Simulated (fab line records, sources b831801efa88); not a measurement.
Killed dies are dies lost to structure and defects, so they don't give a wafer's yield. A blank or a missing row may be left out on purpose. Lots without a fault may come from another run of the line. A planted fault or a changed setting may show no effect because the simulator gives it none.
8D (eight disciplines) problem report, filled in by code ; flow sfqLine ; the parts of the form that need people (team, actions taken, sign-off) are left out

1. THE ISSUE
timeToEndpointS at SFQ_TRILAYER_I7_CMP_CMP_184 reads a mean of 269 s on 4 wafers of 2 lots; wafers without a fault read 215 s with a standard deviation of 7.1. Measured from the usual mean, that is +7.6 standard deviations.
The step: polishes SiO2.
First seen on wafer L764.2, day 78 19:51, on cmp-01. Wafers with a number at this step in the record: 18, from 6 lots. Rule for "out", or "out of limits": more than 4 standard deviations from the usual mean. The other wafers with a number count as sound.

2. WHAT IT IS, WHAT IT ISN'T
question;is;is not
which readings at this step;timeToEndpointS;motorCurrentA, platenRpm, slurryFlowMlMin
which lots;L764, L765;L757, L760, L775, L776
which wafers of those lots;L764.1, L764.2, L765.1, L765.2;L764.5, L765.3
read on which tools;cmp-01;cmp-02
when;from day 78 19:51;"up to then (6 sound wafers); but 8 sound wafers of L764, L765, L775, L776 came after"

3. SUSPECTS, AND WHAT RULES EACH OUT
Counting: any tool at a process step up to the reading remains a suspect provided it ran every lot that is out. Sound lots after the first of them don't rule it out here, since some wafers of a struck lot are sound.
- cmp-01 at SFQ_TRILAYER_I7_CMP_CMP_184 (polishes SiO2): kept. It processed each lot that is out (first: L764, day 78 19:51); up to then, its last sound lot is L760 (day 78 07:51). Its own timeToEndpointS readings are out on those wafers.
- Within cmp-01 at SFQ_TRILAYER_I7_CMP_CMP_184: the wafers that are out ran in chambers 2, 3; their sound lot-mates ran in chamber 1.
The count leaves cmp-01 at SFQ_TRILAYER_I7_CMP_CMP_184.

4. THE CAUSE (what the simulator had put in)
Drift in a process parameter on cmp-01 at SFQ_TRILAYER_I7_CMP_CMP_184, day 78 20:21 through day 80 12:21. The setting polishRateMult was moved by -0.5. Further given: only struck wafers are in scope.
The count eliminated every tool but this one.

5. SEQUENCE OF EFFECTS, ordered by route
Each row: a reading whose mean over the struck wafers that have a number lies more than 3 standard deviations from the usual. Scope: only readings with a usual standard deviation given in the record; hours: median across lots of the time from each lot's start at the first step in this table that gives one to its start at this step; sigmas: change in usual standard deviations.
hours;step;reading;usual;on struck wafers;change;sigmas
0;SFQ_TRILAYER_I7_CMP_CMP_184;timeToEndpointS;215 s;269;+54;+7.6
3;SFQ_TRILAYER_I7_METRO_MEASURE_185;thkNm;200.2 nm;300.9;+100.7;+99 or more
86;SFQ_TRILAYER_I7_VIA_ETCH_VIA_ETCH_190;oesProductAu;0.854 a.u.;0.992;+0.138;+29
It contains these process steps:
- SFQ_TRILAYER_I7_CMP_CMP_184: polishes SiO2.
- SFQ_TRILAYER_I7_METRO_MEASURE_185
- SFQ_TRILAYER_I7_VIA_ETCH_VIA_ETCH_190: etches SiO2 in CHF3, stops on Nb, target depth 260 nm.
Later steps that measure or inspect, where all struck wafers having a row at the step show a number for every such reading and not one has moved that far: SFQ_I7_BOW_MEAS_946, SFQ_I7_OVL_MEAS_947, SFQ_M8_OVL_MEAS_948, SFQ_M8_RS_MEAS_949, SFQ_M8_THK_MEAS_950, SFQ_M8_BOW_MEAS_951.

6. WHAT WOULD HAVE CAUGHT IT SOONER
In this record the first reading out of limits was taken at day 78 19:51.
